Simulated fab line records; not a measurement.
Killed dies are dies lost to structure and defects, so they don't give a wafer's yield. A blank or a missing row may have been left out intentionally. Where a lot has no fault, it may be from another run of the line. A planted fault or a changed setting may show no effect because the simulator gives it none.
What tool caused it? :: flow gf180mcu :: 12 lots with 36 wafers sampled at 5 steps, on a route of 602 steps

== WHAT THE GAUGES SHOWED, per wafer ==
GF_PSD_TW_MEAS_11.
lot: L271
measured: day 14 06:47
on: film_metro-02
PSD_TW: 3160 3181 3167

lot: L273
measured: day 14 21:05
on: film_metro-01
PSD_TW: 3152 3152 3165

lot: L274
measured: day 15 00:01
on: film_metro-03
PSD_TW: 3169 3184 3140

lot: L277
measured: day 16 02:29
on: film_metro-02
PSD_TW: 3157 3143 3172

lot: L278
measured: day 16 20:14
on: film_metro-01
PSD_TW: 3161 3152 3159

lot: L279
measured: day 17 01:17
on: film_metro-02
PSD_TW: 3193 3198 3184

lot: L280
measured: day 17 04:11
on: film_metro-02
PSD_TW: 3186 3183 3182

lot: L281
measured: day 17 21:36
on: film_metro-01
PSD_TW: 3133 3133 3133

lot: L283
measured: day 18 21:08
on: film_metro-01
PSD_TW: 3127 3127 3133

lot: L289
measured: day 20 11:41
on: film_metro-03
PSD_TW: 3182 3184 3178

lot: L290
measured: day 21 00:02
on: film_metro-02
PSD_TW: 3215 3218 3206

lot: L294
measured: day 22 07:05
on: film_metro-01
PSD_TW: 3150 3153 3162

GF_PSD_RS_MEAS_15: a four-point-probe measurement.
lot: L271
measured: day 14 07:05
on: film_metro-02
PSD_RS (ohm/sq): 108.80 108.73 108.73

lot: L273
measured: day 14 21:24
on: film_metro-03
PSD_RS (ohm/sq): 108.12 108.42 108.36

lot: L274
measured: day 15 00:22
on: film_metro-03
PSD_RS (ohm/sq): 109.01 108.58 108.72

lot: L277
measured: day 16 02:49
on: film_metro-01
PSD_RS (ohm/sq): 108.73 108.63 108.72

lot: L278
measured: day 16 20:32
on: film_metro-03
PSD_RS (ohm/sq): 108.24 108.34 108.33

lot: L279
measured: day 17 01:36
on: film_metro-01
PSD_RS (ohm/sq): 108.36 108.71 108.72

lot: L280
measured: day 17 04:30
on: film_metro-03
PSD_RS (ohm/sq): 108.61 108.27 108.53

lot: L281
measured: day 17 21:56
on: film_metro-03
PSD_RS (ohm/sq): 108.56 108.30 108.16

lot: L283
measured: day 18 21:29
on: film_metro-01
PSD_RS (ohm/sq): 109.30 108.96 108.96

lot: L289
measured: day 20 12:01
on: film_metro-01
PSD_RS (ohm/sq): 107.02 107.13 106.71

lot: L290
measured: day 21 00:20
on: film_metro-03
PSD_RS (ohm/sq): 107.13 107.47 107.45

lot: L294
measured: day 22 07:26
on: film_metro-01
PSD_RS (ohm/sq): 108.25 108.39 108.07

GF_V1_CD_MEAS_14: the cd target is 260 nm.
lot: L271
measured: day 18 01:36
on: cd_sem-02
cd_nm (nm): 260.9 261.0 260.1

lot: L273
measured: day 18 21:25
on: cd_sem-02
cd_nm (nm): 260.6 259.6 260.8

lot: L274
measured: day 19 01:03
on: cd_sem-01
cd_nm (nm): 260.9 262.1 262.0

lot: L277
measured: day 20 06:37
on: cd_sem-02
cd_nm (nm): 259.1 259.9 258.7

lot: L278
measured: day 21 01:56
on: cd_sem-01
cd_nm (nm): 260.0 259.7 260.7

lot: L279
measured: day 21 07:17
on: cd_sem-01
cd_nm (nm): 259.1 259.6 258.9

lot: L280
measured: day 21 09:20
on: cd_sem-02
cd_nm (nm): 260.6 259.9 259.8

lot: L281
measured: day 22 02:37
on: cd_sem-02
cd_nm (nm): 261.3 261.9 261.7

lot: L283
measured: day 23 00:51
on: cd_sem-01
cd_nm (nm): 257.7 259.2 258.5

lot: L289
measured: day 24 12:30
on: cd_sem-02
cd_nm (nm): 260.0 260.0 259.6

lot: L290
measured: day 24 23:22
on: cd_sem-01
cd_nm (nm): 259.8 261.8 261.6

lot: L294
measured: day 26 04:46
on: cd_sem-01
cd_nm (nm): 261.3 260.4 260.6

== TOOL THAT RAN EACH LOT (tool first, then ch and the chambers of the sampled wafers, then the start) ==
lot: L271
GF_PSD_IMPLANT_09: implanter-01 ch 0, day 14 06:32
GF_PSD_STRIP_10: plasma_asher-04 ch 0,1, day 14 06:41

lot: L273
GF_PSD_IMPLANT_09: implanter-02 ch 0, day 14 20:50
GF_PSD_STRIP_10: plasma_asher-02 ch 0,1, day 14 20:58

lot: L274
GF_PSD_IMPLANT_09: implanter-01 ch 0, day 14 23:47
GF_PSD_STRIP_10: plasma_asher-04 ch 0,1, day 14 23:54

lot: L277
GF_PSD_IMPLANT_09: implanter-02 ch 0, day 16 02:16
GF_PSD_STRIP_10: plasma_asher-03 ch 0,1, day 16 02:23

lot: L278
GF_PSD_IMPLANT_09: implanter-02 ch 0, day 16 19:59
GF_PSD_STRIP_10: plasma_asher-04 ch 0,1, day 16 20:08

lot: L279
GF_PSD_IMPLANT_09: implanter-03 ch 0, day 17 01:02
GF_PSD_STRIP_10: plasma_asher-02 ch 0,1, day 17 01:11

lot: L280
GF_PSD_IMPLANT_09: implanter-03 ch 0, day 17 03:56
GF_PSD_STRIP_10: plasma_asher-02 ch 0,1, day 17 04:05

lot: L281
GF_PSD_IMPLANT_09: implanter-01 ch 0, day 17 21:23
GF_PSD_STRIP_10: plasma_asher-02 ch 0,1, day 17 21:31

lot: L283
GF_PSD_IMPLANT_09: implanter-01 ch 0, day 18 20:56
GF_PSD_STRIP_10: plasma_asher-03 ch 0,1, day 18 21:02

lot: L289
GF_PSD_IMPLANT_09: implanter-01 ch 0, day 20 11:29
GF_PSD_STRIP_10: plasma_asher-03 ch 0,1, day 20 11:35

lot: L290
GF_PSD_IMPLANT_09: implanter-01 ch 0, day 20 23:47
GF_PSD_STRIP_10: plasma_asher-04 ch 0,1, day 20 23:56

lot: L294
GF_PSD_IMPLANT_09: implanter-02 ch 0, day 22 06:50
GF_PSD_STRIP_10: plasma_asher-02 ch 0,1, day 22 06:59
- GF_PSD_IMPLANT_09
- GF_PSD_STRIP_10: strips in O2/N2.

== AS READ BY THE TOOLS THEMSELVES (means over the sampled wafers that have a number; for cases with no such wafer, the mark the record gives instead) ==
GF_PSD_IMPLANT_09.
lot: L271
tool: implanter-01
beam_energy_keV: 40.023
tilt_deg (degrees): 6.995

lot: L273
tool: implanter-02
beam_energy_keV: 40.001
tilt_deg (degrees): 7.002

lot: L274
tool: implanter-01
beam_energy_keV: 39.996
tilt_deg (degrees): 7.002

lot: L277
tool: implanter-02
beam_energy_keV: 39.997
tilt_deg (degrees): 6.988

lot: L278
tool: implanter-02
beam_energy_keV: 39.976
tilt_deg (degrees): 7.012

lot: L279
tool: implanter-03
beam_energy_keV: 40.000
tilt_deg (degrees): 6.994

lot: L280
tool: implanter-03
beam_energy_keV: 40.009
tilt_deg (degrees): 6.996

lot: L281
tool: implanter-01
beam_energy_keV: 40.008
tilt_deg (degrees): 7.009

lot: L283
tool: implanter-01
beam_energy_keV: 40.002
tilt_deg (degrees): 6.985

lot: L289
tool: implanter-01
beam_energy_keV: 41.083
tilt_deg (degrees): 6.995

lot: L290
tool: implanter-01
beam_energy_keV: 41.099
tilt_deg (degrees): 6.975

lot: L294
tool: implanter-02
beam_energy_keV: 39.996
tilt_deg (degrees): 6.990

GF_PSD_STRIP_10.
lot: L271
tool: plasma_asher-04
drypump_motor_current_A (A): 6.0
heater_power_w (W): 333
oes_product_au (a.u.): 0.593
strip_time_to_endpoint_s (s): 16.47

lot: L273
tool: plasma_asher-02
drypump_motor_current_A (A): 5.5
heater_power_w (W): 324
oes_product_au (a.u.): 0.593
strip_time_to_endpoint_s (s): 16.56

lot: L274
tool: plasma_asher-04
drypump_motor_current_A (A): 5.7
heater_power_w (W): 321
oes_product_au (a.u.): 0.590
strip_time_to_endpoint_s (s): 16.52

lot: L277
tool: plasma_asher-03
drypump_motor_current_A (A): 5.9
heater_power_w (W): 305
oes_product_au (a.u.): 0.596
strip_time_to_endpoint_s (s): 16.52

lot: L278
tool: plasma_asher-04
drypump_motor_current_A (A): 5.7
heater_power_w (W): 314
oes_product_au (a.u.): 0.591
strip_time_to_endpoint_s (s): 16.52

lot: L279
tool: plasma_asher-02
drypump_motor_current_A (A): 5.6
heater_power_w (W): 316
oes_product_au (a.u.): 0.590
strip_time_to_endpoint_s (s): 16.56

lot: L280
tool: plasma_asher-02
drypump_motor_current_A (A): 5.6
heater_power_w (W): 314
oes_product_au (a.u.): 0.590
strip_time_to_endpoint_s (s): 16.49

lot: L281
tool: plasma_asher-02
drypump_motor_current_A (A): 5.6
heater_power_w (W): 315
oes_product_au (a.u.): 0.597
strip_time_to_endpoint_s (s): 16.51

lot: L283
tool: plasma_asher-03
drypump_motor_current_A (A): 6.0
heater_power_w (W): 282
oes_product_au (a.u.): 0.589
strip_time_to_endpoint_s (s): 16.54

lot: L289
tool: plasma_asher-03
drypump_motor_current_A (A): 6.0
heater_power_w (W): 284
oes_product_au (a.u.): 0.591
strip_time_to_endpoint_s (s): 16.62

lot: L290
tool: plasma_asher-04
drypump_motor_current_A (A): 5.7
heater_power_w (W): 311
oes_product_au (a.u.): 0.588
strip_time_to_endpoint_s (s): 16.65

lot: L294
tool: plasma_asher-02
drypump_motor_current_A (A): 5.5
heater_power_w (W): 328
oes_product_au (a.u.): 0.593
strip_time_to_endpoint_s (s): 16.56

== THE ANSWER, worked out from the rows above alone ==
Rule: the lots themselves supply what counts as usual. The widest of any qualifying gaps counts: lots, ordered by their means at a reading, are off when they make up no more than a third of the lots, leave a main group of 4 or more, and stand apart from it by 3 or more times the standard deviation of that group's means. The tables above print the reading to a certain number of digits; a main group whose means all agree to those digits is not used. Also off: a lot with no number at a reading for which 4 or more lots have one. Any other lot the step has rows for is counted as sound. After the gauges, taken in route order, come the tools' own readings; for these a lot's mean is taken, as printed above. At the first step where some lot is off, the reading lying furthest off is the one used; lots without a number count as furthest.
Off: L289, L290, at GF_PSD_RS_MEAS_15 (PSD_RS). The main group has a mean of 108.55 ohm/sq with a standard deviation of 0.26.
A tool fits if, at a process step before that reading, it ran every lot that is off, and no sound lot after the first of them. Not tried: the gauges at GF_PSD_RS_MEAS_15; whatever is off there is also off at GF_PSD_IMPLANT_09, on other tools, and gauge error can't account for it. One candidate fits, namely implanter-01 at GF_PSD_IMPLANT_09. Its last sound lot is L283 (day 18 20:56), its first lot that is off L289 (day 20 11:29): a fault that began between those two fits.
On the lots that are off, the tool's own readings at GF_PSD_IMPLANT_09 differ by more than 5 times the standard deviation of the sound lots' means, which bears it out; beam_energy_keV reads 41.091 there versus 40.001 on the sound lots.

== WHAT THE SIMULATOR PUT IN ==
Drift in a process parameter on implanter-01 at GF_PSD_IMPLANT_09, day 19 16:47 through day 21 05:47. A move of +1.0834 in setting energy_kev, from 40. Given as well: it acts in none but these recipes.
Shown lots that were struck: L289, L290. The rule above found the same.
